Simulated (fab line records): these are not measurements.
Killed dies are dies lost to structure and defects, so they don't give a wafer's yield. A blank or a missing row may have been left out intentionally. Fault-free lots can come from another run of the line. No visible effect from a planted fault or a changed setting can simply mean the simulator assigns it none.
A struck lot beside a sound one    flow gf180mcu    14 out of 602 route steps
Sound: these wafers, L382.1, L382.5, L382.6. Wafers L388.1, L388.3, L388.6 were the ones struck. The cause is given at the end.
Per side, at each step with rows, come the tool, then ch with its chambers, and then its first start. Under that, the readings that differ: sound wafers    struck wafers    difference of the means    sigmas: that difference in standard deviations of wafers without a fault.
alike: readings with means less than 2 such deviations apart, plus words and numbers identical on both sides. not compared: withheld readings, readings lacking a value on some wafer, bounds such as >300 that could conceal the same value, and numbers that have no deviation in the record and whose values overlap.
Wherever a step has rows on one side only, a row that says differs or no value, or a row with sigmas, the two part there. Numbers that don't overlap but have no deviation are shown without sigmas and don't part them. A reading that every wafer of one side lacks parts them only if that side has two wafers or more.

GF_M1_SPUTTER_01: material TiN, target thk 30 nm, time 25 s.
  struck on pvd sputter-03, day 23 07:12; sound on pvd sputter-04, day 20 22:05
  alike: throttle valve pct
GF_M1_SPUTTER_02: material AlCu, target thk 450 nm, time 23.9 s.
  struck on pvd sputter-03, day 23 07:14; sound on pvd sputter-04, day 20 22:07
  alike: throttle valve pct
GF_M1_SPUTTER_03: material Ti, target thk 10 nm, time 6.7 s.
  struck on pvd sputter-03, day 23 07:16; sound on pvd sputter-04, day 20 22:08
  alike: throttle valve pct
GF_M1_SPUTTER_04: material TiN, target thk 50 nm, time 41.7 s.
  struck on pvd sputter-03, day 23 07:17; sound on pvd sputter-04, day 20 22:10
  alike: throttle valve pct
GF_M1_RS_MEAS_05: the measuring method here is four-point-probe.
  struck on film metro-01, day 23 07:19; sound on film metro-02, day 20 22:12
  alike: M1_ALCU_RS
GF_M1_THK_MEAS_06: measures by xrf.
  struck on film metro-01, day 23 07:26; sound on film metro-02, day 20 22:19
  alike: M1_ALCU_THK
then, 6 steps without rows for these wafers: GF_M1_DEHYDRATE_07 (time 60 s); GF_M1_HMDS_08 (prime time 60 s); GF_M1_COAT_09 (resist thk 1000 nm); GF_M1_SOFTBAKE_10 (time 60 s); GF_M1_EXPOSE_11 (exposes mask Metal1, target cd 230 nm); GF_M1_PEB_12 (peb time 90 s).
GF_M1_DEVELOP_13: develop time 60 s.
  sound on litho track-03 ch 0, day 21 22:00; struck on litho track-03, day 24 05:30
  no value came back on the struck wafers for chill plate temp C (C), develop time s (s), resist line temp C (C); on the sound wafers chill plate temp C (C) reads 23.09 23.15 23.16
reading                              sound              struck             difference  sigmas
model.KrF_of_M1_COAT_09.thk nm (nm)  977.7 978.2 979.7  996.7 998.2 998.8  +19.4       
GF_M1_CD_MEAS_14: target cd 230 nm.
  struck on cd sem-01, day 24 05:39; sound on cd sem-02, day 21 22:09
reading     sound              struck  difference                     sigmas
cd nm (nm)  230.5 230.0 231.0  - - -   no value on the struck wafers  

WHERE THEY PART
First at GF_M1_DEVELOP_13; last, within this record, at GF_M1_CD_MEAS_14.

WHY: what had been put in by the simulator
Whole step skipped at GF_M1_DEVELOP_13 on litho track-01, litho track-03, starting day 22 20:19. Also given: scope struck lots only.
